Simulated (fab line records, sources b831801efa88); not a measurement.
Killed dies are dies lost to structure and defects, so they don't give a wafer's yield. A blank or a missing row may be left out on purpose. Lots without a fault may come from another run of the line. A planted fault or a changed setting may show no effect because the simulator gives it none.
Which tool did it? | flow gf180mcu | 11 lots, 31 wafers sampled, at 3 steps of a route of 602

WHAT THE GAUGES READ, wafer by wafer
GF_V5_CD_MEAS_14: target cd 260 nm.
lot  | measured     | on        | cd_nm (nm)
L389 | day 27 14:02 | cd_sem-01 | 262.2 261.5 263.3
L390 | day 27 19:12 | cd_sem-02 | 261.8 261.9 260.5
L393 | day 29 00:18 | cd_sem-01 | 259.0 258.6 258.8
L392 | day 29 02:27 | cd_sem-01 | 257.5 258.2 257.6
L396 | day 30 09:24 | cd_sem-02 | 262.7 260.7 262.2
L397 | day 30 14:35 | cd_sem-01 | 260.0 259.1 257.9
L399 | day 31 04:49 | cd_sem-02 | 262.4 263.8 261.8
L400 | day 31 06:14 | cd_sem-02 | 263.1 261.8 261.8
L405 | day 32 04:22 | cd_sem-02 | 259.8 259.6 259.3
L409 | day 33 05:55 | cd_sem-01 | 256.8 254.9
L410 | day 33 10:46 | cd_sem-02 | 254.7 257.6

WHICH TOOL RAN EACH LOT (tool, then ch and the chambers of the sampled wafers, then the start)
lot  | GF_M5_STRIP_11                       | GF_V5_COAT_09
L389 | plasma_asher-02 ch 0,1, day 26 16:55 | litho_track-03 ch 0, day 27 03:00
L390 | plasma_asher-04 ch 0,1, day 26 21:46 | litho_track-04 ch 0, day 27 09:00
L393 | plasma_asher-04 ch 0,1, day 28 04:19 | litho_track-04 ch 0, day 28 14:00
L392 | plasma_asher-04 ch 0,1, day 28 06:48 | litho_track-01 ch 0, day 28 16:00
L396 | plasma_asher-02 ch 0, day 29 13:23   | litho_track-01 ch 0, day 30 00:00
L397 | plasma_asher-02 ch 0,1, day 29 18:37 | litho_track-04 ch 0, day 30 05:00
L399 | plasma_asher-02 ch 0, day 30 09:20   | litho_track-03 ch 0, day 30 19:00
L400 | plasma_asher-02 ch 0,1, day 30 11:26 | litho_track-03 ch 0, day 30 21:00
L405 | plasma_asher-02 ch 0,1, day 31 09:25 | litho_track-01 ch 0, day 31 19:00
L409 | plasma_asher-01 ch 0,1, day 32 12:32 | litho_track-04 ch 0, day 32 21:00
L410 | plasma_asher-02 ch 0,1, day 32 17:11 | litho_track-04 ch 0, day 33 02:00
- GF_M5_STRIP_11: strips in O2/N2.
- GF_V5_COAT_09: resist thk 1000 nm.

WHAT THE TOOLS THEMSELVES READ (means of the sampled wafers that have a number; where no wafer has one, the mark that the record gives instead)
GF_M5_STRIP_11.
lot  | tool            | drypump_motor_current_A (A) | heater_power_w (W) | o2_flow_sccm (sccm) | oes_product_au (a.u.) | strip_time_to_endpoint_s (s)
L389 | plasma_asher-02 | 6.0                         | 289                | 3003                | 0.523                 | 7.08
L390 | plasma_asher-04 | 5.6                         | 308                | 2991                | 0.528                 | 7.08
L393 | plasma_asher-04 | 5.6                         | 305                | 3005                | 0.519                 | 7.05
L392 | plasma_asher-04 | 5.6                         | 311                | 2996                | 0.518                 | 7.07
L396 | plasma_asher-02 | 5.8                         | 291                | 2994                | 0.525                 | 7.07
L397 | plasma_asher-02 | 5.9                         | 291                | 3002                | 0.522                 | 6.98
L399 | plasma_asher-02 | 5.8                         | 299                | 2998                | 0.523                 | 7.12
L400 | plasma_asher-02 | 6.0                         | 294                | 2992                | 0.525                 | 7.06
L405 | plasma_asher-02 | 5.9                         | 291                | 3000                | 0.517                 | 7.01
L409 | plasma_asher-01 | 5.2                         | 296                | 3004                | 0.520                 | 7.06
L410 | plasma_asher-02 | 5.9                         | 318                | 3002                | 0.532                 | 7.13

GF_V5_COAT_09.
lot  | tool           | exhaust_pa (Pa)
L389 | litho_track-03 | 45.0
L390 | litho_track-04 | 46.8
L393 | litho_track-04 | 45.4
L392 | litho_track-01 | 45.3
L396 | litho_track-01 | 45.3
L397 | litho_track-04 | 45.2
L399 | litho_track-03 | 44.3
L400 | litho_track-03 | 45.3
L405 | litho_track-01 | 45.1
L409 | litho_track-04 | 45.8
L410 | litho_track-04 | 44.7

THE ANSWER, worked out from the rows above alone
Rule: what is usual is taken from the lots themselves. Put in order of their means at a reading, lots are off if they are a third of the lots or fewer, leave a main group of 4 or more, and stand apart from it by a gap of 3 or more times the standard deviation of the main group's means; of several such gaps the widest counts. A main group whose means are all the same, to the digits that the tables above print for the reading, isn't used. A lot without any number at a reading at which 4 lots or more have one is off too. The other lots that the step has rows for count as sound. The gauges are gone through in route order, then the tools' own readings, and for those a lot's mean is taken as printed above. The first step at which some lot is off is used, and at that step the reading that is off furthest; a lot without a number counts as furthest.
No lot is off at any reading shown: from this, nothing can be told.

WHAT THE SIMULATOR HAD PUT IN
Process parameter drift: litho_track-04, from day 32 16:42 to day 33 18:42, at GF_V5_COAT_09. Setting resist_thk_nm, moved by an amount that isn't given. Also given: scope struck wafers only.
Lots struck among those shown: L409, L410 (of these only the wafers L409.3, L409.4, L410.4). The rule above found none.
